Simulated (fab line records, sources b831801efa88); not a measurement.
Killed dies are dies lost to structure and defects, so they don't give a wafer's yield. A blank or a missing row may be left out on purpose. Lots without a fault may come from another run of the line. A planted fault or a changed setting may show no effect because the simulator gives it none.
Tool commonality check | flow gf180mcu | 13 lots, 39 wafers sampled

WHY IT WAS OPENED
At GF_PSD_RS_MEAS_14 the reading NSD_RS is flagged on 2 of 13 lots. Wafers without a fault read 45.90 ohm/sq, standard deviation 0.095.
Rule: a lot is flagged when every wafer of it that has a number lies more than 4 standard deviations from that mean, or none has a number. The other lots count as sound.

lot  | measured     | on            | NSD_RS (ohm/sq), wafer by wafer | flag
L103 | day 14 17:29 | film_metro-03 | 45.88 45.92 45.84               |
L104 | day 15 02:17 | film_metro-03 | 45.82 45.88 45.78               |
L105 | day 15 07:29 | film_metro-03 | 45.81 45.81 45.82               |
L107 | day 15 22:26 | film_metro-03 | 45.79 45.78 45.82               |
L108 | day 16 07:20 | film_metro-02 | 45.91 45.92 45.93               |
L109 | day 16 12:23 | film_metro-01 | 45.81 45.93 45.91               |
L114 | day 18 16:31 | film_metro-03 | 46.03 45.96 45.90               |
L117 | day 19 13:47 | film_metro-03 | 42.58 42.47 42.58               | FLAGGED
L118 | day 19 21:10 | film_metro-01 | 42.68 42.68 42.69               | FLAGGED
L121 | day 21 01:50 | film_metro-02 | 45.89 45.97 45.96               |
L122 | day 21 09:19 | film_metro-01 | 45.86 45.87 46.00               |
L123 | day 21 18:50 | film_metro-01 | 45.92 45.99 46.00               |
L124 | day 21 20:58 | film_metro-02 | 45.93 46.02 45.96               |
The numbers of the flagged lots are 42.61 ohm/sq on average: -3.29 ohm/sq against the usual, or -35 standard deviations.

WHICH TOOL RAN EACH LOT
The record holds 1 process step before the reading, out of a route of 602 steps. In each cell: the tool, then ch and the chambers that the sampled wafers went through, then the start.
lot  | flag    | GF_PSD_RTA_13
L103 |         | rtp_anneal-01 ch 0, day 14 17:23
L104 |         | rtp_anneal-01 ch 0, day 15 02:13
L105 |         | rtp_anneal-02 ch 0, day 15 07:25
L107 |         | rtp_anneal-01 ch 0, day 15 22:20
L108 |         | rtp_anneal-02 ch 0, day 16 07:16
L109 |         | rtp_anneal-02 ch 0, day 16 12:18
L114 |         | rtp_anneal-01 ch 0, day 18 16:25
L117 | FLAGGED | rtp_anneal-02 ch 0, day 19 13:43
L118 | FLAGGED | rtp_anneal-02 ch 0, day 19 21:04
L121 |         | rtp_anneal-01 ch 0, day 21 01:44
L122 |         | rtp_anneal-01 ch 0, day 21 09:13
L123 |         | rtp_anneal-01 ch 0, day 21 18:44
L124 |         | rtp_anneal-01 ch 0, day 21 20:52
What these steps do:
- GF_PSD_RTA_13: time 20 s.
- GF_PSD_RS_MEAS_14: measures by four-point-probe.

FLAGGED OVER TOTAL, TOOL BY TOOL (the gauges that took the reading come last)
step              | tool          | lots run | flagged | share of the flagged lots | sound lots run after its first flagged lot
GF_PSD_RTA_13     | rtp_anneal-01 | 8        | 0       | none                      | -
GF_PSD_RTA_13     | rtp_anneal-02 | 5        | 2       | all                       | 0
GF_PSD_RS_MEAS_14 | film_metro-01 | 4        | 1       | some                      | 2 (L122,L123)
GF_PSD_RS_MEAS_14 | film_metro-02 | 3        | 0       | none                      | -
GF_PSD_RS_MEAS_14 | film_metro-03 | 6        | 1       | some                      | 0

WHAT THE TABLE ALLOWS
1 row of the table ran every flagged lot: rtp_anneal-02 at GF_PSD_RTA_13.
- rtp_anneal-02 at GF_PSD_RTA_13: 2 of its 5 lots flagged. Its last sound lot is L109 (day 16 12:18), its first flagged lot L117 (day 19 13:43): a fault that began between those two fits. Its own readings lie more than 4 standard deviations out on every wafer of the flagged lots: lamp_power_pct, wafer_temp_C_max.
One tool is left: rtp_anneal-02 at GF_PSD_RTA_13.

WHAT THE SIMULATOR HAD PUT IN
Process parameter drift: rtp_anneal-02, from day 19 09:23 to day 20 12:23, at GF_PSD_RTA_13. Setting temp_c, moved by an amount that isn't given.
Lots struck among those shown: L117, L118. The rule above found the same.
